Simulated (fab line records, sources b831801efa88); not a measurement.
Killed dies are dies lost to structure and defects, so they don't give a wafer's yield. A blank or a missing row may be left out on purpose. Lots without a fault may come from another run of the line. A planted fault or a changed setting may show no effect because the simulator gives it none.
A struck lot beside a sound one | flow sky130 | 31 steps out of a route of 708
Sound: wafers L564.1, L564.4, L564.5. Struck: wafers L579.2, L579.3, L579.4. The cause comes at the end.
At each step with rows: each side's tool, then ch and its chambers, then its first start. Under that, the readings that differ: sound wafers | struck wafers | difference of the means | sigmas: that difference in standard deviations of wafers without a fault.
alike: readings whose means differ by less than 2 such deviations, and words and numbers that are the same on both sides. not compared: withheld readings, readings that some wafer has no value for, bounds like >300 that may hide the same value, and numbers for which the record gives no deviation and whose values overlap.
The two part at a step that has a row with sigmas, a row that says differs or no value, or rows on one side only. Numbers that don't overlap but have no deviation are shown without sigmas and don't part them. A reading that every wafer of one side lacks parts them only if that side has two wafers or more.

first, 1 step without rows for these wafers: SKY_NWELL_IMPLANT_13.
SKY_NWELL_STRIP_14: strips in O2/N2.
  sound on plasma_asher-04 ch 0,1, day 5 00:23; struck on plasma_asher-02 ch 0,1, day 8 21:55
  alike: chamber_pressure_mTorr, drypump_motor_current_A, oes_product_au, strip_time_to_endpoint_s
  not compared: rf_hours_counter_h
SKY_NWELL_TW_MEAS_15:
  sound on film_metro-01, day 5 00:29; struck on film_metro-03, day 8 22:02
  alike: NWELL_TW
then, 7 steps without rows for these wafers: SKY_NWELL_DEHYDRATE_16 (time 60 s); SKY_NWELL_HMDS_17 (prime time 60 s); SKY_NWELL_COAT_18 (resist thk 3000 nm); SKY_NWELL_SOFTBAKE_19; SKY_NWELL_EXPOSE_20 (exposes mask NWM COMPLEMENT, target cd 840 nm); SKY_NWELL_PEB_21; SKY_NWELL_DEVELOP_22 (develop time 60 s).
SKY_NWELL_OVL_MEAS_23:
  sound on overlay-02, day 5 19:16; struck on overlay-02, day 9 19:43
  alike: NWELL_01_OVL
then, 1 step without rows for these wafers: SKY_NWELL_IMPLANT_24.
SKY_NWELL_STRIP_25: strips in O2/N2.
  sound on plasma_asher-01 ch 0,1, day 5 19:26; struck on plasma_asher-01 ch 0,1, day 9 19:53
  reading                                 | sound                | struck               | difference                    | sigmas
  chamber_pressure_mTorr (mTorr)          | 1499.4 1499.8 1499.5 | 1516.0 1504.8 1505.6 | +9.2                          | +7
  oes_product_au (a.u.)                   | 0.722 0.719 0.728    | 0.859 0.919 0.878    | +0.162                        | +40
  strip_time_to_endpoint_s (s)            | 36.91 36.96 36.94    | - - -                | no value on the struck wafers |
  model.coat_of_NWELL_COAT_18.thk_nm (nm) | 0 0 0                | 2460 2459 2449       | +2456                         |
  alike: drypump_motor_current_A
  not compared: rf_hours_counter_h
SKY_NWELL_TW_MEAS_26:
  sound on film_metro-03, day 5 19:32; struck on film_metro-03, day 9 20:00
  alike: NWELL_2_TW
then, 1 step without rows for these wafers: SKY_NWELL_CLEAN_27 (cleans in SC1/SC2, time 150 s).
SKY_NWELL_RTA_28: time 30 s.
  sound on rtp_anneal-01 ch 0, day 5 19:39; struck on rtp_anneal-02 ch 0, day 9 20:07
  alike: lamp_power_pct, ramp_down_c_per_s, wafer_temp_C_max
SKY_NWELL_RS_MEAS_29: measures by four-point-probe.
  sound on film_metro-01, day 5 19:45; struck on film_metro-01, day 9 20:13
  alike: NWELL_RS
SKY_NWELL_RS_MEAS_31: measures by four-point-probe.
  sound on film_metro-01, day 5 19:59; struck on film_metro-01, day 9 20:28
  alike: PWDE_RS
then, 7 steps without rows for these wafers: SKY_VT_ADJUST_HVTP_DEHYDRATE_00 (time 60 s); SKY_VT_ADJUST_HVTP_HMDS_01 (prime time 60 s); SKY_VT_ADJUST_HVTP_COAT_02 (resist thk 1156 nm); SKY_VT_ADJUST_HVTP_SOFTBAKE_03 (time 60 s); SKY_VT_ADJUST_HVTP_EXPOSE_04 (exposes mask HVTPM, target cd 380 nm); SKY_VT_ADJUST_HVTP_PEB_05; SKY_VT_ADJUST_HVTP_DEVELOP_06 (develop time 60 s).
SKY_VT_ADJUST_HVTP_CD_MEAS_07: target cd 380 nm.
  sound on cd_sem-01, day 6 15:02; struck on cd_sem-01, day 10 18:55
  reading    | sound             | struck            | difference | sigmas
  cd_nm (nm) | 381.6 382.4 381.3 | 375.4 376.5 377.0 | -5.5       | -2
SKY_VT_ADJUST_HVTP_OVL_MEAS_08:
  sound on overlay-01, day 6 15:10; struck on overlay-01, day 10 19:01
  alike: VT_ADJUST_HVTP_OVL
then, 1 step without rows for these wafers: SKY_VT_ADJUST_HVTP_IMPLANT_09.
SKY_VT_ADJUST_HVTP_STRIP_10: strips in O2/N2.
  sound on plasma_asher-02 ch 0,1, day 6 15:20; struck on plasma_asher-02 ch 0,1, day 10 19:11
  reading                      | sound             | struck            | difference | sigmas
  oes_product_au (a.u.)        | 0.718 0.712 0.717 | 0.734 0.723 0.726 | +0.012     | +3
  strip_time_to_endpoint_s (s) | 14.31 14.34 14.31 | 50.97 51.00 50.84 | +36.62     | +99 or more
  alike: chamber_pressure_mTorr, drypump_motor_current_A
  not compared: rf_hours_counter_h
SKY_VT_ADJUST_HVTP_TW_MEAS_11:
  sound on film_metro-02, day 6 15:26; struck on film_metro-02, day 10 19:32
  reading           | sound          | struck   | difference | sigmas
  VT_ADJUST_HVTP_TW | 1348 1348 1351 | 30 30 30 | -1319      | -73
  not compared: hold
then, 1 step without rows for these wafers: SKY_PAD_OPEN_PROBE_99.

WHERE THEY PART
First at SKY_NWELL_STRIP_25; last, within this record, at SKY_VT_ADJUST_HVTP_TW_MEAS_11.

WHY: what the simulator had put in
Strip aborted: plasma_asher-01, from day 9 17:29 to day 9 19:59, at SKY_NWELL_STRIP_25. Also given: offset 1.
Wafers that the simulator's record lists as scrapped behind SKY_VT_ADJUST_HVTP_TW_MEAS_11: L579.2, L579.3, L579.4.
